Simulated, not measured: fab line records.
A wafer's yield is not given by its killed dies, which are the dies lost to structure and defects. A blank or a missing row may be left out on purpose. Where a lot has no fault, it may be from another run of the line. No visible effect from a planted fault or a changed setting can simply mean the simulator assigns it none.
A lot that was struck, set against a sound lot / flow sky130 / 21 out of 708 route steps
Sound: the wafers L640.2, L640.3, L640.4. Wafers struck: L649.2, L649.3, L649.6. The cause is given at the end.
Per side, at each step with rows, come the tool, then ch with its chambers, and then its first start. Under that, the readings that differ: sound wafers / struck wafers / difference of the means / sigmas: that difference in standard deviations of wafers without a fault.
alike: words and numbers the same on both sides, and readings whose means are apart by under 2 such deviations; not compared: readings that were withheld, readings missing a value for some wafer, numbers with overlapping values and no deviation given by the record, and bounds like >300 which may hide the same value.
The two part at a step that has a row with sigmas, a row that says differs or no value, or rows on one side only. When numbers do not overlap yet have no deviation, they are printed without sigmas and do not part them. A reading that every wafer of one side lacks parts them only if that side has two wafers or more.

first, 1 step without rows for these wafers: SKY_RES_XHIGH_IMPLANT_07.
SKY_RES_XHIGH_STRIP_08: strips in O2/N2.
  sound on plasmaAsher-01 ch 0,1, day 27 04:05; struck on plasmaAsher-03 ch 0,1, day 30 10:29
  alike: drypumpMotorCurrentA, oesProductAu, stripTimeToEndpointS
  not compared: rfHoursCounterH
SKY_RES_XHIGH_TW_MEAS_09:
  sound: filmMetro-01 at day 27 04:12; struck: filmMetro-02 at day 30 10:36
  alike: RES_XHIGH_TW
then, 7 steps without rows for these wafers: SKY_SD_N_DEHYDRATE_00 (time 60 s); SKY_SD_N_HMDS_01 (prime time 60 s); SKY_SD_N_COAT_02 (resist thk 1140 nm); SKY_SD_N_SOFTBAKE_03 (time 60 s); SKY_SD_N_EXPOSE_04 (exposes mask NSDM, target cd 380 nm); SKY_SD_N_PEB_05; SKY_SD_N_DEVELOP_06 (develop time 60 s).
SKY_SD_N_CD_MEAS_07: target cd 380 nm.
  sound: cdSem-02 at day 28 08:20; struck: cdSem-02 at day 31 14:16
  alike: cdNm
SKY_SD_N_OVL_MEAS_08:
  sound: overlay-02 at day 28 08:27; struck: overlay-01 at day 31 14:22
  alike: SD_N_OVL
SKY_SD_N_IMPLANT_09:
  sound on implanter-04 ch 0, day 28 08:31; struck on implanter-04 ch 0, day 31 14:25
reading=implantIonAmu; sound=75 75 75; struck=31 31 31; difference=-44; sigmas=
reading=model.implant.rpNm (nm); sound=32.19 32.19 32.19; struck=60.84 60.84 60.84; difference=+28.65; sigmas=
reading=model.implant.drpNm (nm); sound=14.11 14.11 14.11; struck=25.6 25.6 25.6; difference=+11.5; sigmas=
next, for these wafers, 1 step has no rows: SKY_SD_N_IMPLANT_10.
SKY_SD_N_STRIP_11: strips in O2/N2.
  sound on plasmaAsher-01 ch 0,1, day 28 08:47; struck on plasmaAsher-01 ch 1, day 31 14:42
reading=oesProductAu (a.u.); sound=0.532 0.528 0.529; struck=0.487 0.495 0.495; difference=-0.037; sigmas=-8
reading=stripTimeToEndpointS (s); sound=22.56 22.59 22.58; struck=25.15 25.22 25.17; difference=+2.60; sigmas=+65
  alike: drypumpMotorCurrentA
  not compared: rfHoursCounterH
SKY_SD_N_TW_MEAS_12:
  sound: filmMetro-01 at day 28 08:53; struck: filmMetro-03 at day 31 14:49
reading=SD_N_TW; sound=3957 3973 3974; struck=4514 4519 4525; difference=+551; sigmas=+11
then, 1 step without rows for these wafers: SKY_SD_N_CLEAN_13 (cleans in SC1/SC2, time 150 s).
SKY_SD_N_RTA_14: time 2 s.
  sound on rtpAnneal-01 ch 0, day 28 09:00; struck on rtpAnneal-02 ch 0, day 31 14:55
  alike: lampPowerPct, wafer_temp_C_max
SKY_SD_N_RS_MEAS_16: a four-point-probe measurement.
  sound: filmMetro-01 at day 28 09:11; struck: filmMetro-01 at day 31 15:07
reading=SD_N_RS (ohm/sq); sound=68.54 68.68 68.51; struck=30.64 30.59 30.63; difference=-37.96; sigmas=-99 or more
SKY_SD_N_RS_MEAS_17: a four-point-probe measurement.
  sound: filmMetro-01 at day 28 09:18; struck: filmMetro-01 at day 31 15:14
  alike: SD_P_RS
-- here the record skips 17 days between the struck wafers' starts before and after, leaving off in module SD_N and picking up in module PAD_OPEN (first step shown: number 708 of the route) --
SKY_PAD_OPEN_PROBE_99:
  sound: prober-01 at day 46 02:08; struck: prober-02 at day 48 09:26
  alike: killed_at_M0_to_M3, killed_at_M4_up, killedAtContacts, killedAtFrontEnd, killedAtOther, killedDies, killedOnRim, killedOpen, killedShort

WHERE THEY PART
First at SKY_SD_N_STRIP_11; last, within this record, at SKY_SD_N_RS_MEAS_16. Later steps at which nothing parts them and some readings are alike: SKY_SD_N_RS_MEAS_17, SKY_PAD_OPEN_PROBE_99.

WHY: whatever the simulator had introduced
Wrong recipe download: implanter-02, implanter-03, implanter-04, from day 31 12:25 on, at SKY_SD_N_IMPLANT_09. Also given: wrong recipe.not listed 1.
